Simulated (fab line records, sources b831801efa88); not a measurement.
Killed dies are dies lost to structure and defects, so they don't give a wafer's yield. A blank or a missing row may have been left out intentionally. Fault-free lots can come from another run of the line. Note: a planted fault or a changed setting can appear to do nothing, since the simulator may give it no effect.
2 desks, one fault	flow gf180mcu	what lay behind the numbers comes last; until then each desk has only its own

## FROM THE METROLOGY DESK
What the gauges read, lot by lot, whatever tool the lot ran on: means of the sampled wafers that have a number. If a lot's mean is further than 4 standard deviations from the usual mean, the lot is out of limits and carries the mark OUT (the distance appears in the brackets).
Columns: A = V5_CVD_00_THK at GF_V5_THK_MEAS_01, usual 300 nm; B = cd-nm at GF_V5_CD_MEAS_14, usual 260.0 nm
lot	first seen here	A	B
L587	day 26 12:59	303	261.1
L588	day 26 23:08	301	259.4
L589	day 27 02:23	308	261.9
L592	day 28 07:05	303	258.0
L593	day 28 18:00	302	259.8
L597	day 29 22:24	300	260.0
L598	day 30 05:34	296	273.2 (+11) OUT
L599	day 30 11:32	300	271.6 (+9.7) OUT
L600	day 30 18:26	297	268.0 (+6.7) OUT
L604	day 31 21:26	299	259.2
L607	day 32 05:58	296	260.9
L609	day 32 20:47	302	259.8
This desk's verdict: out of limits on L598, L599, L600, starting with L598 at day 31 00:04 (cd-nm at GF_V5_CD_MEAS_14). Within limits: L587, L588, L589, L592, L593, L597, L604, L607, L609.

## FOR THE TOOL OWNER'S DESK: krf-scanner-02
The tool's own readings at GF_V5_EXPOSE_11 (exposes mask Via5, target cd 260 nm): means of the sampled wafers that have a number, for each lot that ran on this tool. If a lot's mean is further than 4 standard deviations from the usual mean, the lot is out of limits and carries the mark OUT (the distance appears in the brackets).
Columns: A = exposure-dose-mJ-cm2 at GF_V5_EXPOSE_11, usual 37.94
lot	first seen here	A
L587	day 27 00:38	37.96
L588	day 27 10:14	37.95
L589	day 27 12:49	37.93
L592	day 28 17:56	37.95
L593	day 29 04:32	37.94
L597	day 30 08:43	37.92
L598	day 30 15:04	40.88 (+92) OUT
L599	day 30 21:31	40.86 (+91) OUT
L600	day 31 03:49	40.27 (+73) OUT
This desk's verdict: out of limits on L598, L599, L600, starting with L598 at day 30 15:04 (exposure-dose-mJ-cm2 at GF_V5_EXPOSE_11). Within limits: L587, L588, L589, L592, L593, L597.

## BROUGHT TOGETHER
An alarm could have come from the tool owner's desk at day 30 15:04, on L598, L599, L600.
An alarm was possible from the metrology desk at day 31 00:04, on L598, L599, L600.
Of the lots named, all ran GF_V5_EXPOSE_11 on krf-scanner-02.

## WHAT THE SIMULATOR PUT IN
Drift in process parameters on krf-scanner-02 at GF_V5_EXPOSE_11, starting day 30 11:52. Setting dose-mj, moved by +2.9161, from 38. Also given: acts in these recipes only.
Lots struck among those shown: L598, L599, L600.
Time in hours from fault onset to the first out-of-limits reading at each desk: tool owner's desk 3, metrology desk 12.
